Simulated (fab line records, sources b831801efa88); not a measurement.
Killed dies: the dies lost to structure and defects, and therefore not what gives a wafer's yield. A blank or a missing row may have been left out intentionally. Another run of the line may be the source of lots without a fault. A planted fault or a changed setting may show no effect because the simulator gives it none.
Chamber matching || flow gf180mcu || GF_PASSIVATION_CVD_00 on pecvd-02 has 3 sister chambers
The step deposits SiO2 from TEOS, target thk 1000 nm, time 111.95 s. 6 wafers are shown with their chamber, then 10 later ones without.

## WAFERS PAIRED WITH THEIR CHAMBERS
{"wafer": "L082.5", "chamber": 1, "heaterPowerW (W)": 840, "heaterPowerOuterW (W)": 500}
{"wafer": "L086.3", "chamber": 0, "heaterPowerW (W)": 569, "heaterPowerOuterW (W)": 371}
{"wafer": "L086.5", "chamber": 1, "heaterPowerW (W)": 713, "heaterPowerOuterW (W)": 381}
{"wafer": "L086.6", "chamber": 0, "heaterPowerW (W)": 649, "heaterPowerOuterW (W)": 409}
{"wafer": "L087.3", "chamber": 2, "heaterPowerW (W)": 466, "heaterPowerOuterW (W)": 241}
{"wafer": "L087.5", "chamber": 2, "heaterPowerW (W)": 529, "heaterPowerOuterW (W)": 268}

## WAFERS WITHOUT THEIR CHAMBER
{"wafer": "L087.6", "heaterPowerW (W)": 626, "heaterPowerOuterW (W)": 411}
{"wafer": "L089.1", "heaterPowerW (W)": 849, "heaterPowerOuterW (W)": 504}
{"wafer": "L089.5", "heaterPowerW (W)": 688, "heaterPowerOuterW (W)": 387}
{"wafer": "L089.6", "heaterPowerW (W)": 611, "heaterPowerOuterW (W)": 397}
{"wafer": "L090.1", "heaterPowerW (W)": 583, "heaterPowerOuterW (W)": 296}
{"wafer": "L090.3", "heaterPowerW (W)": 566, "heaterPowerOuterW (W)": 357}
{"wafer": "L090.5", "heaterPowerW (W)": 630, "heaterPowerOuterW (W)": 395}
{"wafer": "L095.1", "heaterPowerW (W)": 565, "heaterPowerOuterW (W)": 299}
{"wafer": "L095.4", "heaterPowerW (W)": 843, "heaterPowerOuterW (W)": 478}
{"wafer": "L095.6", "heaterPowerW (W)": 444, "heaterPowerOuterW (W)": 209}

## EACH ONE'S CHAMBER
{"wafer": "L087.6", "from the rows above": "can't be placed: 0 or 1", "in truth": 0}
{"wafer": "L089.1", "from the rows above": 1, "in truth": 1}
{"wafer": "L089.5", "from the rows above": "can't be placed: 0 or 1", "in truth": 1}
{"wafer": "L089.6", "from the rows above": 0, "in truth": 0}
{"wafer": "L090.1", "from the rows above": "can't be placed: 2 or 0", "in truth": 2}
{"wafer": "L090.3", "from the rows above": "can't be placed: 0 or 2", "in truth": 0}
{"wafer": "L090.5", "from the rows above": 0, "in truth": 0}
{"wafer": "L095.1", "from the rows above": "can't be placed: 2 or 0", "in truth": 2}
{"wafer": "L095.4", "from the rows above": 1, "in truth": 1}
{"wafer": "L095.6", "from the rows above": 2, "in truth": 2}
Correctly placed: 5 of 10. These rows do not allow placing 5 (true chamber among the candidates in 5). Wrongly placed: 0.
How it was worked out, from the rows above alone: a wafer's distance from a chamber is the root of the sum, over the readings, of the square of ((its reading less the chamber's mean) divided by the reading's scatter). The wafer belongs to the nearest chamber; if the next one is less than 2 further off, it can't be placed. A chamber's mean is the mean of its shown wafers. The scatter is the square root of a quotient: the sum, over the shown wafers, of each reading's squared deviation from its chamber's mean, divided by wafers minus chambers.
